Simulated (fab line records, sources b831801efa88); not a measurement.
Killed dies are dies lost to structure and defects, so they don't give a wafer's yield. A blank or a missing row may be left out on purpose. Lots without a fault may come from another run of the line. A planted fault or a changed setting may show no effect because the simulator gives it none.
A struck lot beside a sound one | flow sky130 | 15 steps out of a route of 708
Sound: wafers L867.1, L867.3, L867.4. Struck: wafers L865.2, L865.4, L865.6. The cause comes at the end.
At each step with rows: each side's tool, then ch and its chambers, then its first start. Under that, the readings that differ: sound wafers | struck wafers | difference of the means | sigmas: that difference in standard deviations of wafers without a fault.
alike: readings whose means differ by less than 2 such deviations, and words and numbers that are the same on both sides. not compared: withheld readings, readings that some wafer has no value for, bounds like >300 that may hide the same value, and numbers for which the record gives no deviation and whose values overlap.
The two part at a step that has a row with sigmas, a row that says differs or no value, or rows on one side only. Numbers that don't overlap but have no deviation are shown without sigmas and don't part them. A reading that every wafer of one side lacks parts them only if that side has two wafers or more.

first, 5 steps without rows for these wafers: SKY_VIA4_COAT_06 (resist thk 1140 nm); SKY_VIA4_SOFTBAKE_07 (time 60 s); SKY_VIA4_EXPOSE_08 (exposes mask VIM4, target cd 800 nm); SKY_VIA4_PEB_09; SKY_VIA4_DEVELOP_10 (develop time 60 s).
SKY_VIA4_OVL_MEAS_11:
  sound on overlay-02, day 46 03:52; struck on overlay-02, day 45 07:16
  alike: VIA4_OVL
SKY_VIA4_ETCH_12: etches SiO2 in C4F8/O2/Ar, stops on TiN, target depth 580 nm.
  sound on rie_diel-04 ch 0,1,2, day 46 03:54; struck on rie_diel-04 ch 0,3, day 45 07:18
  alike: oes_product_au
SKY_VIA4_STRIP_13: strips in O2/N2.
  sound on plasma_asher-04 ch 0,1, day 46 03:58; struck on plasma_asher-04 ch 0,1, day 45 07:22
  alike: drypump_motor_current_A, oes_product_au, strip_time_to_endpoint_s
  not compared: rf_hours_counter_h
then, 3 steps without rows for these wafers: SKY_VIA4_STRIP_14 (strips in post etch residue remover, time 1200 s); SKY_VIA4_CLEAN_15 (cleans in IPA, time 180 s); SKY_VIA4_CLEAN_16 (cleans in O3/DIW).
SKY_VIA4_SPUTTER_17: material TiN, target thk 20 nm, time 80 s.
  sound on pvd_sputter-02, day 46 04:34; struck on pvd_sputter-01, day 45 07:59
  alike: throttle_valve_pct
SKY_VIA4_CVD_18: deposits W, target thk 505 nm, time 152.14 s.
  sound on cvd_w-01 ch 0,1, day 46 04:38; struck on cvd_w-02 ch 0,1, day 45 08:03
  no value came back on the struck wafers for chamber_pressure_Torr (Torr), heater_power_outer_w (W), heater_power_w (W); on the sound wafers chamber_pressure_Torr (Torr) reads 39.84 39.92 40.02
SKY_VIA4_RS_MEAS_19: measures by four-point-probe.
  sound on film_metro-02, day 46 04:47; struck on film_metro-02, day 45 08:35
  reading            | sound                | struck               | difference | sigmas
  VIA4_W_RS (ohm/sq) | 0.2336 0.2304 0.2251 | 57.211 58.797 58.670 | +57.996    | +99 or more
  not compared: hold
then, 1 step without rows for these wafers: SKY_PAD_OPEN_PROBE_99.

WHERE THEY PART
First at SKY_VIA4_CVD_18; last, within this record, at SKY_VIA4_RS_MEAS_19.

WHY: what the simulator had put in
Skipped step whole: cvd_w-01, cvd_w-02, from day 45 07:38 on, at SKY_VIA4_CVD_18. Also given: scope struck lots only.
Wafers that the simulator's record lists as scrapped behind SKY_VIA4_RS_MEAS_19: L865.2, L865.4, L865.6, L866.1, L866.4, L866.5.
